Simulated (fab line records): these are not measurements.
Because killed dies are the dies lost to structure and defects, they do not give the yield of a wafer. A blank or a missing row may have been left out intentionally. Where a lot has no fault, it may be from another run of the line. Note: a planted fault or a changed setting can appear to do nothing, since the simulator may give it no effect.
Chamber matching + flow sky130 + 4 sister chambers for SKY_VIA1_CMP_02 on cmp-01
The step polishes SiO2. 8 wafers are shown with their chamber, then 9 later ones without.

EACH WAFER AND ITS CHAMBER
| wafer  | chamber | motor current A (A) | slurry flow ml min |
|--------|---------|---------------------|--------------------|
| L576.6 | 0       | 14.3                | 150.3              |
| L579.1 | 3       | 12.0                | 150.4              |
| L580.1 | 2       | 13.5                | 150.4              |
| L580.2 | 1       | 14.5                | 149.8              |
| L580.3 | 3       | 11.1                | 149.9              |
| L581.1 | 1       | 13.4                | 150.4              |
| L581.3 | 2       | 12.9                | 149.9              |
| L581.6 | 0       | 13.7                | 150.1              |

WAFERS WITHOUT THEIR CHAMBER
| wafer  | motor current A (A) | slurry flow ml min |
|--------|---------------------|--------------------|
| L585.1 | 13.0                | 150.6              |
| L585.2 | 14.3                | 150.7              |
| L585.3 | 12.0                | 149.9              |
| L588.1 | 11.9                | 149.3              |
| L588.2 | 13.3                | 150.4              |
| L588.5 | 13.5                | 150.2              |
| L590.4 | 11.7                | 149.2              |
| L590.5 | 14.2                | 150.0              |
| L590.6 | 13.2                | 150.6              |

EACH ONE'S CHAMBER
| wafer  | from the rows above               | in truth |
|--------|-----------------------------------|----------|
| L585.1 | can't be placed: 2 or 0 or 1 or 3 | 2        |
| L585.2 | can't be placed: 0 or 1 or 2      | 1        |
| L585.3 | can't be placed: 3 or 2           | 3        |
| L588.1 | can't be placed: 3 or 2 or 1 or 0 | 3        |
| L588.2 | can't be placed: 2 or 0 or 1      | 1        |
| L588.5 | can't be placed: 2 or 1 or 0      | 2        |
| L590.4 | can't be placed: 3 or 2 or 1      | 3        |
| L590.5 | can't be placed: 1 or 0 or 2      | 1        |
| L590.6 | can't be placed: 2 or 0 or 1 or 3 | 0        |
Placed correctly: 0 of 9. These rows do not allow placing 9 (true chamber among the candidates in 9). Placed wrongly: 0.
How it was worked out, from the rows above alone: a wafer's distance from a chamber is the root of the sum, over the readings, of the square of ((its reading less the chamber's mean) divided by the reading's scatter). If the next closest chamber is less than 2 further off than the closest, the wafer can't be placed; otherwise it belongs to the closest. For every chamber, the mean is computed from those of its wafers that are shown. How the scatter is found: for the shown wafers, subtract from each reading the mean of its chamber, square and add these, divide the total by (wafers less chambers), then take the root.
